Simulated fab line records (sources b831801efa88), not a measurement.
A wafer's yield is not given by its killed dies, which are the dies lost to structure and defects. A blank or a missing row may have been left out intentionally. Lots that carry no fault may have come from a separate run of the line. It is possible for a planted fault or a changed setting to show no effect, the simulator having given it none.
A lot that was struck, set against a sound lot ; flow gf180mcu ; 15 out of 602 route steps
Sound: these wafers, L524.1, L524.2, L524.4. Struck: wafers L529.1, L529.4, L529.5. The cause is given at the end.
Per side, at each step with rows, come the tool, then ch with its chambers, and then its first start. Under that, the readings that differ: sound wafers ; struck wafers ; difference of the means ; sigmas: that difference in standard deviations of wafers without a fault.
alike: a reading whose means differ by less than 2 such deviations, as well as words and numbers matching on both sides. not compared: withheld readings; readings where some wafer has no value; bounds like >300 that might hide an equal value; numbers whose values overlap and for which the record gives no deviation.
A row with sigmas, a row that says differs or no value, or rows on one side alone: a step with any of these is where the two part. When numbers do not overlap yet have no deviation, they are printed without sigmas and do not part them. A reading that every wafer of one side lacks parts them only if that side has two wafers or more.

GF_V1_BOW_MEAS_05:
  sound on film metro-03, day 20 07:53; struck on film metro-02, day 22 00:31
  alike: V1_BOW
then, 8 steps without rows for these wafers: GF_V1_DEHYDRATE_06 (time 60 s); GF_V1_HMDS_07 (prime time 60 s); GF_V1_COAT_08; GF_V1_COAT_09 (resist thk 981.3 nm); GF_V1_SOFTBAKE_10 (time 60 s); GF_V1_EXPOSE_11 (exposes mask Via1, target cd 260 nm); GF_V1_PEB_12 (peb time 90 s); GF_V1_DEVELOP_13 (develop time 60 s).
GF_V1_CD_MEAS_14 targets a cd of 260 nm.
  sound on cd sem-02, day 21 08:19; struck on cd sem-01, day 22 23:59
  alike: cd nm
GF_V1_OVL_MEAS_15:
  sound on overlay-02, day 21 08:26; struck on overlay-01, day 23 00:06
  alike: V1_OVL
GF_V1_ETCH_16: etches BARC in N2/H2.
  sound on rie diel-03 ch 1,2,3, day 21 08:29; struck on rie diel-03 ch 1,2, day 23 00:08
  alike: bias w, chamber pressure mTorr, drypump motor current A, oes product au, throttle valve pct
GF_V1_ETCH_17: etches SiO2 in C4F8/O2/Ar, stops on TiN, target depth 630 nm.
  sound on rie diel-03 ch 1,2,3, day 21 08:00; struck on rie diel-03 ch 1,2, day 23 00:00
  no value came back on the struck wafers for bias w (W), chamber pressure mTorr (mTorr), oes product au (a.u.); on the sound wafers bias w (W) reads 1198 1198 1199
GF_V1_STRIP_18: strips in O2/N2.
  sound on plasma asher-01 ch 0,1, day 21 08:37; struck on plasma asher-01 ch 0,1, day 23 00:16
reading;sound;struck;difference;sigmas
oes product au (a.u.);0.587 0.589 0.587;0.657 0.666 0.663;+0.074;+17
  alike: drypump motor current A, heater power w
  not compared: rf hours counter h
then, 1 step without rows for these wafers: GF_V1_STRIP_19 (strips in post etch residue remover, time 1200 s).

== WHERE THEY PART ==
Last at GF_V1_STRIP_18 as far as this record goes, first at GF_V1_ETCH_17.

WHY: what had been put in by the simulator
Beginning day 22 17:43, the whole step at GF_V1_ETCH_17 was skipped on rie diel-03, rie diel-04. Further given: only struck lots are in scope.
